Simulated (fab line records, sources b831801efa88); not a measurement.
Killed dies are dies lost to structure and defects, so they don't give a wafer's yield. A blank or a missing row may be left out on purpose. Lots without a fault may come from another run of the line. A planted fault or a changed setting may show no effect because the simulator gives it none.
Which tool did it? | flow sky130 | 6 lots, 18 wafers sampled, at 2 steps of a route of 708

WHAT THE GAUGES READ, wafer by wafer
SKY_CONTACT_BOW_MEAS_05.
lot  | measured     | on            | CONTACT_BOW (um)
L357 | day 31 23:12 | film_metro-02 | 73 83 76
L366 | day 34 23:28 | film_metro-01 | 86 85 79
L368 | day 35 19:54 | film_metro-03 | 83 95 71
L371 | day 37 00:46 | film_metro-01 | 80 78 78
L373 | day 37 06:05 | film_metro-01 | 77 87 82
L375 | day 38 04:05 | film_metro-01 | 75 80 77

WHICH TOOL RAN EACH LOT (tool, then ch and the chambers of the sampled wafers, then the start)
lot  | SKY_LOCAL_INTERCONNECT_STRIP_15
L357 | plasma_asher-04 ch 0,1, day 31 22:02
L366 | plasma_asher-01 ch 0,1, day 34 22:18
L368 | plasma_asher-02 ch 0,1, day 35 18:43
L371 | plasma_asher-01 ch 0,1, day 36 23:34
L373 | plasma_asher-02 ch 0,1, day 37 04:54
L375 | plasma_asher-04 ch 0,1, day 38 02:58
- SKY_LOCAL_INTERCONNECT_STRIP_15: strips in O2/N2.

THE ANSWER, worked out from the rows above alone
Rule: what is usual is taken from the lots themselves. Put in order of their means at a reading, lots are off if they are a third of the lots or fewer, leave a main group of 4 or more, and stand apart from it by a gap of 3 or more times the standard deviation of the main group's means; of several such gaps the widest counts. A main group whose means are all the same, to the digits that the tables above print for the reading, isn't used. A lot without any number at a reading at which 4 lots or more have one is off too. The other lots that the step has rows for count as sound.
No lot is off at any reading shown: from this, nothing can be told.

WHAT THE SIMULATOR HAD PUT IN
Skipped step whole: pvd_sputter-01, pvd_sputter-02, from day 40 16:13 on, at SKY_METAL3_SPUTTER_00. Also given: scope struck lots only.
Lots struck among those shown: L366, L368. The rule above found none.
